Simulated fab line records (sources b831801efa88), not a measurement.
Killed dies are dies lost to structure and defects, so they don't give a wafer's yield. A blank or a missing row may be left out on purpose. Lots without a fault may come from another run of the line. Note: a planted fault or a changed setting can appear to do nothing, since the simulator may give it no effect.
Comparing a struck lot with a sound one | flow sky130 | 17 out of 708 route steps
Sound: wafers L582.1, L582.3, L582.4. Wafers L591.1, L591.2, L591.3 were the ones struck. Last of all comes the cause.
Order at every step that has rows: each side's tool, ch and its chambers, its first start. Under that, the readings that differ: sound wafers | struck wafers | difference of the means | sigmas: that difference in standard deviations of wafers without a fault.
alike: readings with means less than 2 such deviations apart, plus words and numbers identical on both sides. not compared: withheld readings, readings lacking a value on some wafer, bounds such as >300 that could conceal the same value, and numbers that have no deviation in the record and whose values overlap.
A row with sigmas, a row that says differs or no value, or rows on one side alone: a step with any of these is where the two part. Non-overlapping numbers with no deviation appear without sigmas and do not part them. A reading missing from all wafers of one side parts the sides only when that side holds two or more wafers.

SKY_VT_ADJUST_HVTR_OVL_MEAS_08:
  sound on overlay-02 at day 10 16:45; struck on overlay-01 at day 13 01:16
  reading                 | sound       | struck         | difference | sigmas
  VT_ADJUST_HVTR_OVL (nm) | 1.8 1.8 2.5 | -3.4 -2.4 -3.1 | -5.0       | -3
then, 1 step without rows for these wafers: SKY_VT_ADJUST_HVTR_IMPLANT_09.
SKY_VT_ADJUST_HVTR_STRIP_10: strips in O2/N2.
  sound on plasma asher-01 ch 0,1, day 10 16:56; struck on plasma asher-02 ch 0,1, day 13 01:28
  reading                     | sound       | struck      | difference | sigmas
  drypump motor current A (A) | 5.0 5.0 5.7 | 6.3 5.7 6.3 | +0.9       | +2
  alike: chamber pressure mTorr, oes product au, strip time to endpoint s
  not compared: rf hours counter h
SKY_VT_ADJUST_HVTR_TW_MEAS_11:
  sound on film metro-01 at day 10 17:02; struck on film metro-04 at day 13 01:34
  alike: VT_ADJUST_HVTR_TW
then, 7 steps without rows for these wafers: SKY_VT_ADJUST_PCH_DEHYDRATE_00 (time 60 s); SKY_VT_ADJUST_PCH_HMDS_01 (prime time 60 s); SKY_VT_ADJUST_PCH_COAT_02 (resist thk 3000 nm); SKY_VT_ADJUST_PCH_SOFTBAKE_03; SKY_VT_ADJUST_PCH_EXPOSE_04 (exposes mask NWM, target cd 840 nm); SKY_VT_ADJUST_PCH_PEB_05; SKY_VT_ADJUST_PCH_DEVELOP_06 (develop time 60 s).
SKY_VT_ADJUST_PCH_OVL_MEAS_07:
  sound on overlay-02 at day 11 16:21; struck on overlay-01 at day 14 03:09
  reading                | sound          | struck       | difference | sigmas
  VT_ADJUST_PCH_OVL (nm) | -3.0 -3.5 -3.6 | 0.6 0.0 -0.1 | +3.5       | +3
SKY_VT_ADJUST_PCH_IMPLANT_08:
  sound on implanter-01 ch 0, day 11 16:23; struck on implanter-03 ch 0, day 14 03:30
  alike: end station pressure torr
SKY_VT_ADJUST_PCH_STRIP_09: strips in O2/N2.
  sound on plasma asher-01 ch 0,1, day 11 16:32; struck on plasma asher-01 ch 0,1, day 14 03:39
  reading                      | sound             | struck            | difference | sigmas
  strip time to endpoint s (s) | 36.93 36.93 36.88 | 36.68 36.63 36.65 | -0.26      | -2
  alike: chamber pressure mTorr, drypump motor current A, oes product au
  not compared: rf hours counter h
SKY_VT_ADJUST_PCH_TW_MEAS_10:
  sound on film metro-04 at day 11 16:38; struck on film metro-04 at day 14 03:45
  reading          | sound             | struck            | difference | sigmas
  VT_ADJUST_PCH_TW | 143.4 143.4 143.3 | 172.0 172.8 172.5 | +29.1      | +21
then, 1 step without rows for these wafers: SKY_SONOS_TUNNEL_DEHYDRATE_00 (time 60 s).
-- here the record skips 35 days between the struck wafers' starts before and after, leaving off in module SONOS_TUNNEL and picking up in module PAD_OPEN (first step shown: number 708 of the route) --
SKY_PAD_OPEN_PROBE_99:
  sound on prober-01 at day 47 14:39; struck on prober-01 at day 49 09:13
  reading                                | sound                         | struck                       | difference | sigmas
  killed dies                            | 75 60 83                      | 111 93 83                    | +23        | +2
  model.etest.nfet_16v.r on ohm um       | 1.407e+04 1.406e+04 1.412e+04 | 1.46e+04 1.466e+04 1.468e+04 | +5.63e+02  |
  model.etest.pfet g5v0d10v5.r on ohm um | 4753 4721 4746                | 4550 4524 4481               | -222       |
  model.etest.tip p.rs ohm sq            | 6845 6868 6842                | 6584 6590 6629               | -251       |
  model.etest.tip_p_5v.rs ohm sq         | 2859 2840 2829                | 2768 2771 2763               | -75        |
  model.etest.pfet g5v0d10v5.drive ua um | 343 345.4 342.6               | 360.9 365.2 364.1            | +19.7      |
  model.etest.pfet_01v8_lvt.drive ua um  | 174.4 174.1 176               | 188.2 188.3 191.5            | +14.5      |
  model.etest.pfet_16v.drive ua um       | 238.2 237.4 238.9             | 257.8 254.4 260.5            | +19.4      |
  model.etest.pfet_01v8.drive ua um      | 191.1 194.6 198.5             | 203.9 202.6 208.5            | +10.3      |
  alike: killed_at_M0_to_M3, killed_at_M4_up, killed at contacts, killed at front end, killed at other, killed open, killed short

== WHERE THEY PART ==
At SKY_VT_ADJUST_HVTR_OVL_MEAS_08 first; at SKY_PAD_OPEN_PROBE_99 last (within this record only).

WHY: the cause the simulator had injected
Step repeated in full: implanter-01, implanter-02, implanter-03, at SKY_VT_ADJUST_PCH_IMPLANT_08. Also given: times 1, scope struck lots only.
